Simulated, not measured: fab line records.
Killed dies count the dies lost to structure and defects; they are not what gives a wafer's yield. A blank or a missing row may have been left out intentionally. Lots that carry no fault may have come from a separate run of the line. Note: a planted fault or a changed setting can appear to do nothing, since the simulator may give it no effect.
Which tool did it?	flow sky130	6 lots (18 wafers sampled), 1 step of a 708-step route

## WHAT THE GAUGES READ, wafer by wafer
SKY_METAL3_CD_MEAS_13: target cd 300 nm.
lot	measured	on	cd-nm (nm)
L715	day 40 14:45	cd-sem-02	299.9 297.8 300.2
L713	day 40 19:59	cd-sem-01	301.1 299.5 300.1
L725	day 43 04:46	cd-sem-01	299.0 298.3 298.1
L727	day 43 17:59	cd-sem-02	298.6 298.7 299.0
L728	day 44 07:50	cd-sem-02	298.9 299.2 300.9
L731	day 45 00:29	cd-sem-02	302.0 301.2 300.8

## WHICH TOOL RAN EACH LOT (tool, then ch and the chambers of the sampled wafers, then the start)
Before these readings, the record contains no process step.

## THE ANSWER, worked out from the rows above alone
Rule: the usual values come from the lots themselves. Put in order of their means at a reading, lots are off if they are a third of the lots or fewer, leave a main group of 4 or more, and stand apart from it by a gap of 3 or more times the standard deviation of the main group's means; of several such gaps the widest counts. A main group is skipped when, at the precision printed for the reading in the tables above, its means are all equal. A lot without any number at a reading at which 4 lots or more have one is off too. All remaining lots with rows at the step are treated as sound.
No lot is off at any reading shown: from this, nothing can be told.

## WHAT THE SIMULATOR HAD INSERTED
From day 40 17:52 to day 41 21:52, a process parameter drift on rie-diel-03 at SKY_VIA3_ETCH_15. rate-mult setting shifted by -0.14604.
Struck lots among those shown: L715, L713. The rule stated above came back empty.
